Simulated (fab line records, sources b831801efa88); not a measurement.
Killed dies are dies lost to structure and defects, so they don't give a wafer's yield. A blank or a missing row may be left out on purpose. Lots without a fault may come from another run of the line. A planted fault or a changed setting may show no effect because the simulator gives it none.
fab line records | flow gf180mcu
record lots=24 wafers=72 last_day=36
route steps=602 shown V1@359 V2@397 M3@423 M4@458 V4@478
lots that met no fault: from a run of the same line without faults
start_h: hours from the record's first day to the start of the lot's first wafer shown | wait_h: hours since the lot's step before | " the same as in the row above | L1.1+2: a row that stands for several wafers | - no value, or no start given | * or withheld: withheld | < > ~ a bound
route shown NAME@n: a module of which the file shows steps, and the number in the route of the first | usual: mean/standard deviation of fault-free wafers | same: alike in all rows | chamber/n: place in a boat | sites: the reading at each site | _std_site: their standard deviation | _edge_site: outer sites' mean less inner sites' | radius_mm: how far each site lies from the wafer's centre | mask NAME#n: copy n | behind: the tool/chamber that last shaped the wafer | hold: why the lot was held/for how many hours/how that ended | device: the transistor (n, p or np) that didn't switch | end of line: the same wafers' tests at the end of the route | a step without rows: its recipe alone | killed: dies lost to structure and defects at the first sort, not the wafer's yield | map: a wafer's dies, x killed, . not, _ none there
set.NAME: the setting as run; set.NAME@STEP: as run at that earlier step | model.NAME: the simulator's own value behind a step, which no gauge read
steps of the route over a sample of lots; a table a step, a row a wafer
services: from which hour (start_h, from the record's first day; less than 0 if before it) a tool's chamber was out of use, for how many hours, and why
## steps
# step GF_V1_RS_MEAS_24
# recipe thk_meas_gauge=four-point-probe reads=W_of_V1_CVD_23+TiN_of_V1_SPUTTER_22+Ti_of_V1_SPUTTER_21
# usual V1_W_RS=0.326/0.0059
# columns lot.wafer tool chamber start_h wait_h V1_W_RS[ohm/sq]
L074.1 film_metro-01 - 462.53 0.1 0.332
L074.3 " - " " 0.323
L074.4 " - " " 0.325
L075.1 film_metro-03 - 475.16 0.1 0.338
L075.2 " - " " 0.318
L075.3 " - " " 0.336
L076.1 film_metro-02 - 478.49 0.1 0.318
L076.2 " - " " 0.332
L076.5 " - " " 0.317
L077.2 film_metro-02 - 491.95 0.1 0.329
L077.4 " - " " 0.324
L077.5 " - " " 0.322
L078.2 film_metro-02 - 503.76 0.1 0.323
L078.3 " - " " 0.330
L078.6 " - " " 0.326
L079.2 film_metro-02 - 516.25 0.1 0.321
L079.4 " - " " 0.321
L079.6 " - " " 0.334
L080.1 film_metro-01 - 517.94 0.1 0.325
L080.2 " - " " 0.331
L080.5 " - " " 0.333
L081.2 film_metro-01 - 523.95 0.1 0.322
L081.3 " - " " 0.322
L081.6 " - " " 0.323
L082.1 film_metro-03 - 533.00 0.1 0.321
L082.2 " - " " 0.330
L082.4 " - " " 0.325
L083.2 film_metro-01 - 538.00 0.1 0.329
L083.5 " - " " 0.327
L083.6 " - " " 0.327
L084.1 film_metro-02 - 545.19 0.1 0.319
L084.4 " - " " 0.332
L084.5 " - " " 0.315
L085.3 film_metro-03 - 551.38 0.1 0.312
L085.4 " - " " 0.324
L085.6 " - " " 0.311
L086.2 film_metro-02 - 565.20 0.1 0.322
L086.3 " - " " 0.322
L086.6 " - " " 0.330
L087.2 film_metro-01 - 571.06 0.1 0.329
L087.3 " - " " 0.326
L087.4 " - " " 0.337
L088.1 film_metro-01 - 578.91 0.1 0.334
L088.2 " - " " 0.323
L088.5 " - " " 0.331
L089.1 film_metro-03 - 581.63 0.1 0.327
L089.2 " - " " 0.332
L089.4 " - " " 0.321
L090.2 film_metro-03 - 592.97 0.1 0.327
L090.5 " - " " 0.328
L090.6 " - " " 0.320
L091.1 film_metro-03 - 602.21 0.1 0.327
L091.2 " - " " 0.324
L091.6 " - " " 0.330
L092.4 film_metro-03 - 609.80 0.1 0.312
L092.5 " - " " 0.313
L092.6 " - " " 0.326
L093.2 film_metro-03 - 611.31 0.1 0.317
L093.3 " - " " 0.326
L093.5 " - " " 0.331
L094.2 film_metro-01 - 617.90 0.1 0.328
L094.4 " - " " 0.327
L094.6 " - " " 0.330
L095.2 film_metro-03 - 624.56 0.1 0.327
L095.5 " - " " 0.330
L095.6 " - " " 0.319
L096.4 film_metro-02 - 632.80 0.1 0.318
L096.5 " - " " 0.321
L096.6 " - " " 0.330
L097.3 film_metro-03 - 633.37 0.1 0.331
L097.4 " - " " 0.334
L097.6 " - " " 0.332
# step GF_V2_OVL_MEAS_15
# usual V2_OVL=-1/4.9
# columns lot.wafer tool chamber start_h wait_h V2_OVL[nm]
L074.1 overlay-02 - 514.62 0.1 0
L074.3 " - " " 1
L074.4 " - " " -1
L075.1 overlay-02 - 527.27 0.1 -3
L075.2 " - " " -6
L075.3 " - " " -1
L076.1 overlay-02 - 531.32 0.1 11
L076.2 " - " " 5
L076.5 " - " " 11
L077.2 overlay-01 - 543.94 0.1 2
L077.4 " - " " -1
L077.5 " - " " 1
L078.2 overlay-01 - 555.18 0.1 -6
L078.3 " - " " -1
L078.6 " - " " 3
L079.2 overlay-01 - 566.88 0.1 -3
L079.4 " - " " 5
L079.6 " - " " -4
L080.1 overlay-01 - 568.22 0.1 -9
L080.2 " - " " -1
L080.5 " - " " -6
L081.2 overlay-02 - 574.93 0.1 -7
L081.3 " - " " -1
L081.6 " - " " -4
L082.1 overlay-02 - 582.92 0.1 9
L082.2 " - " " 5
L082.4 " - " " 6
L083.2 overlay-01 - 587.33 0.1 1
L083.5 " - " " 0
L083.6 " - " " -1
L084.1 overlay-01 - 595.09 0.1 2
L084.4 " - " " 1
L084.5 " - " " 4
L085.3 overlay-02 - 600.93 0.1 6
L085.4 " - " " 0
L085.6 " - " " 1
L086.2 overlay-02 - 613.03 0.1 -2
L086.3 " - " " -4
L086.6 " - " " -5
L087.2 overlay-02 - 618.04 0.1 -1
L087.3 " - " " -2
L087.4 " - " " -4
L088.1 overlay-01 - 627.07 0.1 -8
L088.2 " - " " -9
L088.5 " - " " -6
L089.1 overlay-01 - 627.42 0.1 0
L089.2 " - " " 3
L089.4 " - " " -1
L090.2 overlay-02 - 638.88 0.1 0
L090.5 " - " " 0
L090.6 " - " " -6
L091.1 overlay-01 - 648.69 0.1 -3
L091.2 " - " " -7
L091.6 " - " " -11
L092.4 overlay-02 - 655.94 0.1 0
L092.5 " - " " -7
L092.6 " - " " -1
L093.2 overlay-02 - 656.94 0.1 -1
L093.3 " - " " -1
L093.5 " - " " -9
L094.2 overlay-02 - 663.59 0.1 -8
L094.4 " - " " -7
L094.6 " - " " -10
L095.2 overlay-01 - 669.32 0.1 4
L095.5 " - " " -1
L095.6 " - " " 2
L096.4 overlay-02 - 676.89 0.1 4
L096.5 " - " " -1
L096.6 " - " " -6
L097.3 overlay-02 - 677.83 0.1 -3
L097.4 " - " " 9
L097.6 " - " " 9
# step GF_M3_CD_MEAS_14
# recipe target_cd_nm=280
# usual cd_nm=280.2/1.3
# columns lot.wafer tool chamber start_h wait_h cd_nm
L074.1 cd_sem-02 - 540.76 0.1 282.7
L074.3 " - " " 282.2
L074.4 " - " " 281.5
L075.1 cd_sem-02 - 553.10 0.1 281.2
L075.2 " - " " 281.7
L075.3 " - " " 282.0
L076.1 cd_sem-02 - 556.45 0.1 279.9
L076.2 " - " " 279.3
L076.5 " - " " 279.6
L077.2 cd_sem-02 - 569.32 0.1 278.2
L077.4 " - " " 279.4
L077.5 " - " " 278.9
L078.2 cd_sem-02 - 579.68 0.1 281.4
L078.3 " - " " 280.5
L078.6 " - " " 281.3
L079.2 cd_sem-02 - 591.58 0.1 279.1
L079.4 " - " " 280.7
L079.6 " - " " 281.7
L080.1 cd_sem-02 - 593.15 0.1 280.2
L080.2 " - " " 281.4
L080.5 " - " " 281.1
L081.2 cd_sem-02 - 599.28 0.1 278.2
L081.3 " - " " 278.5
L081.6 " - " " 279.3
L082.1 cd_sem-02 - 607.50 0.1 278.8
L082.2 " - " " 279.0
L082.4 " - " " 278.9
L083.2 cd_sem-02 - 611.44 0.1 280.0
L083.5 " - " " 280.9
L083.6 " - " " 279.6
L084.1 cd_sem-02 - 619.02 0.1 282.1
L084.4 " - " " 281.0
L084.5 " - " " 280.6
L085.3 cd_sem-02 - 625.21 0.1 280.5
L085.4 " - " " 278.9
L085.6 " - " " 278.6
L086.2 cd_sem-01 - 636.47 0.1 281.3
L086.3 " - " " 281.8
L086.6 " - " " 281.2
L087.2 cd_sem-02 - 641.34 0.1 279.8
L087.3 " - " " 279.8
L087.4 " - " " 279.9
L088.1 cd_sem-01 - 650.41 0.1 281.7
L088.2 " - " " 282.5
L088.5 " - " " 281.9
L089.1 cd_sem-02 - 650.62 0.1 281.3
L089.2 " - " " 280.6
L089.4 " - " " 281.7
L090.2 cd_sem-01 - 661.73 0.1 279.3
L090.5 " - " " 279.9
L090.6 " - " " 281.1
L092.4 cd_sem-01 - 678.41 0.1 278.2
L092.5 " - " " 279.4
L092.6 " - " " 279.8
L093.2 cd_sem-01 - 678.94 0.1 279.3
L093.3 " - " " 280.3
L093.5 " - " " 280.8
L094.2 cd_sem-01 - 685.68 0.1 280.5
L094.4 " - " " 282.3
L094.6 " - " " 282.6
L095.2 cd_sem-02 - 691.59 0.1 277.6
L095.5 " - " " 276.9
L095.6 " - " " 278.3
L096.4 cd_sem-02 - 698.93 0.1 279.7
L096.5 " - " " 280.4
L096.6 " - " " 278.9
L097.3 cd_sem-01 - 699.55 0.1 280.0
L097.4 " - " " 279.9
L097.6 " - " " 281.1
L091.1 cd_sem-02 - 704.86 0.1 279.7
L091.2 " - " " 281.3
L091.6 " - " " 279.0
# step GF_M4_SPUTTER_02
# recipe material=AlCu target_thk_nm=450 power_w=10600 time_s=23.9 chamber_pressure_pa=0.4
# usual cathode_dc_power_W=10600/2.1 throttle_valve_pct=29.8/1.1
# columns lot.wafer tool chamber start_h wait_h cathode_dc_power_W throttle_valve_pct
L074.1 pvd_sputter-01 - 568.07 0.0 10600 29.9
L074.3 " - " " 10599 30.3
L074.4 " - " " 10603 30.9
L075.1 pvd_sputter-04 - 580.59 0.0 10600 31.3
L075.2 " - " " 10603 32.1
L075.3 " - " " 10603 29.0
L076.1 pvd_sputter-03 - 583.19 0.0 10601 29.6
L076.2 " - " " 10603 29.3
L076.5 " - " " 10601 29.7
L077.2 pvd_sputter-04 - 595.46 0.0 10602 29.3
L077.4 " - " " 10598 32.2
L077.5 " - " " 10603 32.3
L078.2 pvd_sputter-01 - 605.49 0.0 10601 30.7
L078.3 " - " " 10600 28.7
L078.6 " - " " 10602 30.3
L079.2 pvd_sputter-01 - 617.04 0.0 10599 28.9
L079.4 " - " " 10598 30.8
L079.6 " - " " 10601 30.6
L080.1 pvd_sputter-03 - 619.14 0.0 10603 29.7
L080.2 " - " " 10596 29.7
L080.5 " - " " 10600 29.5
L081.2 pvd_sputter-03 - 624.93 0.0 10601 29.6
L081.3 " - " " 10600 27.8
L081.6 " - " " 10603 29.4
L082.1 pvd_sputter-04 - 631.80 0.0 10599 31.1
L082.2 " - " " 10602 29.2
L082.4 " - " " 10597 28.8
L083.2 pvd_sputter-03 - 636.52 0.0 10598 27.9
L083.5 " - " " 10602 29.6
L083.6 " - " " 10601 29.6
L084.1 pvd_sputter-03 - 644.06 0.0 10598 27.7
L084.4 " - " " 10600 29.8
L084.5 " - " " 10598 29.4
L085.3 pvd_sputter-03 - 650.12 0.0 10596 29.5
L085.4 " - " " 10600 29.3
L085.6 " - " " 10598 29.8
L086.2 pvd_sputter-01 - 660.56 0.0 10595 30.4
L086.3 " - " " 10602 28.8
L086.6 " - " " 10604 29.0
L087.2 pvd_sputter-04 - 666.20 0.0 10603 30.8
L087.3 " - " " 10598 29.3
L087.4 " - " " 10599 32.1
L088.1 pvd_sputter-04 - 674.05 0.0 10599 31.0
L088.2 " - " " 10601 29.1
L088.5 " - " " 10601 28.8
L089.1 pvd_sputter-03 - 674.19 0.0 10601 29.8
L089.2 " - " " 10601 28.0
L089.4 " - " " 10601 29.4
L090.2 pvd_sputter-01 - 685.48 0.0 10603 30.8
L090.5 " - " " 10600 28.9
L090.6 " - " " 10602 30.7
L092.4 pvd_sputter-01 - 702.24 0.0 10604 30.5
L092.5 " - " " 10599 28.8
L092.6 " - " " 10604 30.0
L093.2 pvd_sputter-04 - 702.59 0.0 10601 29.0
L093.3 " - " " 10596 28.7
L093.5 " - " " 10604 31.1
L094.2 pvd_sputter-04 - 708.75 0.0 10600 31.2
L094.4 " - " " 10599 28.9
L094.6 " - " " 10603 28.6
L095.2 pvd_sputter-01 - 716.50 0.0 10597 30.1
L095.5 " - " " 10602 30.7
L095.6 " - " " 10602 28.7
L097.3 pvd_sputter-01 - 722.67 0.0 10602 30.0
L097.4 " - " " 10599 28.7
L097.6 " - " " 10601 30.1
L096.4 pvd_sputter-03 - 725.50 0.0 10601 29.5
L096.5 " - " " 10600 29.7
L096.6 " - " " 10599 29.6
L091.1 pvd_sputter-03 - 726.76 0.0 10598 29.8
L091.2 " - " " 10603 29.7
L091.6 " - " " 10601 29.9
# step GF_M4_SPUTTER_03
# recipe material=Ti target_thk_nm=10 substrate_temp_c=300 chamber_pressure_pa=0.3 power_w=3000 time_s=6.7
# usual cathode_dc_power_W=3000.0/0.56 throttle_valve_pct=29.8/1.1
# columns lot.wafer tool chamber start_h wait_h cathode_dc_power_W throttle_valve_pct
L074.1 pvd_sputter-01 - 568.10 0.0 2999.5 30.1
L074.3 " - " " 3000.1 30.6
L074.4 " - " " 3000.4 30.4
L075.1 pvd_sputter-04 - 580.62 0.0 3000.1 31.1
L075.2 " - " " 3000.4 32.1
L075.3 " - " " 2999.1 29.2
L076.1 pvd_sputter-03 - 583.22 0.0 3000.7 29.5
L076.2 " - " " 3000.7 29.7
L076.5 " - " " 3000.8 29.9
L077.2 pvd_sputter-04 - 595.49 0.0 2999.6 29.5
L077.4 " - " " 3000.4 32.2
L077.5 " - " " 2999.8 32.2
L078.2 pvd_sputter-01 - 605.52 0.0 3000.1 30.4
L078.3 " - " " 3000.3 28.8
L078.6 " - " " 2999.4 30.5
L079.2 pvd_sputter-01 - 617.07 0.0 3000.1 28.8
L079.4 " - " " 3000.6 30.4
L079.6 " - " " 3000.0 30.5
L080.1 pvd_sputter-03 - 619.17 0.0 2999.6 29.6
L080.2 " - " " 2999.8 29.4
L080.5 " - " " 2999.7 29.4
L081.2 pvd_sputter-03 - 624.96 0.0 3000.5 29.6
L081.3 " - " " 2999.7 27.6
L081.6 " - " " 3000.5 29.8
L082.1 pvd_sputter-04 - 631.83 0.0 3000.0 31.0
L082.2 " - " " 3000.7 29.7
L082.4 " - " " 2999.8 28.5
L083.2 pvd_sputter-03 - 636.55 0.0 2999.6 27.6
L083.5 " - " " 2999.4 29.9
L083.6 " - " " 2999.3 29.5
L084.1 pvd_sputter-03 - 644.09 0.0 2999.3 27.5
L084.4 " - " " 3000.2 29.7
L084.5 " - " " 3000.0 30.0
L085.3 pvd_sputter-03 - 650.15 0.0 2999.2 29.6
L085.4 " - " " 3000.0 29.8
L085.6 " - " " 3000.3 29.8
L086.2 pvd_sputter-01 - 660.59 0.0 3000.8 30.4
L086.3 " - " " 2999.3 28.7
L086.6 " - " " 3000.7 28.7
L087.2 pvd_sputter-04 - 666.23 0.0 3000.1 31.0
L087.3 " - " " 3000.1 29.3
L087.4 " - " " 3000.8 32.2
L088.1 pvd_sputter-04 - 674.08 0.0 3000.1 31.0
L088.2 " - " " 2999.3 29.1
L088.5 " - " " 2999.4 28.7
L089.1 pvd_sputter-03 - 674.22 0.0 3000.0 29.8
L089.2 " - " " 2998.9 27.8
L089.4 " - " " 3001.1 29.6
L090.2 pvd_sputter-01 - 685.51 0.0 2999.5 30.7
L090.5 " - " " 2999.1 28.7
L090.6 " - " " 3000.8 30.7
L092.4 pvd_sputter-01 - 702.27 0.0 2999.8 30.5
L092.5 " - " " 3000.6 29.0
L092.6 " - " " 2999.8 29.9
L093.2 pvd_sputter-04 - 702.62 0.0 3000.4 29.4
L093.3 " - " " 3001.2 28.9
L093.5 " - " " 3000.3 31.0
L094.2 pvd_sputter-04 - 708.78 0.0 3000.5 31.1
L094.4 " - " " 3000.0 28.8
L094.6 " - " " 3000.7 28.7
L095.2 pvd_sputter-01 - 716.53 0.0 3000.1 29.9
L095.5 " - " " 2999.6 30.8
L095.6 " - " " 2999.5 28.9
L097.3 pvd_sputter-01 - 722.70 0.0 3000.2 30.0
L097.4 " - " " 3000.1 28.7
L097.6 " - " " 3000.0 30.1
L096.4 pvd_sputter-03 - 725.53 0.0 2999.9 29.5
L096.5 " - " " 3000.1 29.6
L096.6 " - " " 2999.5 29.6
L091.1 pvd_sputter-03 - 726.79 0.0 3000.7 29.6
L091.2 " - " " 2999.5 29.6
L091.6 " - " " 2998.7 29.7
# step GF_V4_CVD_02
# recipe material=SiO2 target_thk_nm=850 precursor=TEOS temp_c=400 time_s=94.851 rf_w=600
# usual heater_power_w=709/79
# columns lot.wafer tool chamber start_h wait_h heater_power_w
L074.1 pecvd-04 0 591.11 0.1 629
L074.3 " 1 " " 827
L074.4 " 1 " " 859
L075.1 pecvd-04 1 604.94 0.1 762
L075.2 " 2 " " 723
L075.3 " 0 " " 704
L076.1 pecvd-04 2 606.93 0.1 670
L076.2 " 0 " " 759
L076.5 " 0 " " 606
L077.2 pecvd-03 1 619.14 0.0 771
L077.4 " 2 " " 705
L077.5 " 0 " " 664
L078.2 pecvd-03 1 628.58 0.0 803
L078.3 " 2 " " 616
L078.6 " 0 " " 662
L079.2 pecvd-04 0 639.50 0.0 752
L079.4 " 1 " " 836
L079.6 " 0 " " 674
L080.1 pecvd-03 1 642.16 0.1 713
L080.2 " 0 " " 634
L080.5 " 2 " " 666
L081.2 pecvd-04 1 647.79 0.0 815
L081.3 " 2 " " 611
L081.6 " 1 " " 868
L082.1 pecvd-03 0 654.86 0.1 691
L082.2 " 1 " " 781
L082.4 " 1 " " 820
L083.2 pecvd-01 0 658.57 0.1 743
L083.5 " 0 " " 718
L083.6 " 0 " " 740
L084.1 pecvd-01 0 666.60 0.1 767
L084.4 " 1 " " 767
L084.5 " 0 " " 621
L085.3 pecvd-01 2 671.72 0.0 556
L085.4 " 2 " " 644
L085.6 " 1 " " 626
L086.2 pecvd-01 1 681.55 0.0 721
L086.3 " 0 " " 743
L086.6 " 1 " " 760
L087.2 pecvd-04 1 687.95 0.0 824
L087.3 " 2 " " 657
L087.4 " 2 " " 692
L088.1 pecvd-04 0 695.19 0.1 642
L088.2 " 2 " " 583
L088.5 " 0 " " 691
L089.1 pecvd-01 2 696.01 0.1 651
L089.2 " 0 " " 661
L089.4 " 1 " " 770
L090.2 pecvd-04 1 707.03 0.0 761
L090.5 " 0 " " 592
L090.6 " 2 " " 567
L092.4 pecvd-01 1 723.28 0.1 773
L092.5 " 0 " " 634
L092.6 " 2 " " 686
L093.2 pecvd-04 0 723.37 0.0 742
L093.3 " 1 " " 745
L093.5 " 2 " " 680
L094.2 pecvd-01 0 729.54 0.0 703
L094.4 " 1 " " 793
L094.6 " 2 " " 566
L095.2 pecvd-04 1 736.48 0.0 721
L095.5 " 1 " " 792
L095.6 " 0 " " 743
L097.3 pecvd-01 2 742.80 0.0 635
L097.4 " 1 " " 783
L097.6 " 0 " " 788
L096.4 pecvd-03 0 745.32 0.1 566
L096.5 " 1 " " 817
L096.6 " 2 " " 596
L091.1 pecvd-01 1 746.58 0.1 786
L091.2 " 0 " " 775
L091.6 " 1 " " 647
## services
# columns tool chamber start_h hours kind
pecvd-04 2 544.08 5.3 repair
pecvd-04 - 553.66 0.4 repair
pecvd-03 2 559.19 11.5 repair
pvd_sputter-04 - 567.00 1.2 repair
pecvd-01 2 606.62 6.9 repair
pecvd-01 - 614.56 1.0 repair
pvd_sputter-04 - 615.24 5.2 repair
pecvd-04 2 620.18 15.1 repair
pecvd-04 - 621.20 0.7 repair
pvd_sputter-01 - 624.66 13.4 repair
pecvd-04 2 637.23 4.4 repair
pecvd-04 - 640.29 5.5 pm
pecvd-01 - 643.17 14.6 pm
pecvd-01 1 657.97 5.8 repair
pecvd-01 2 658.42 11.9 repair
pvd_sputter-01 3 663.47 - consumable_replace:kit
pvd_sputter-01 3 663.47 18.0 scheduled_down
pvd_sputter-01 - 666.43 5.6 repair
pvd_sputter-03 3 669.65 - consumable_replace:kit
pvd_sputter-03 3 669.65 18.0 scheduled_down
pvd_sputter-03 3 669.65 18.0 vent_cycle
pvd_sputter-03 - 674.90 7.8 repair
pecvd-01 1 706.79 2.7 repair
pecvd-04 - 708.32 1.5 repair
## key
fault none
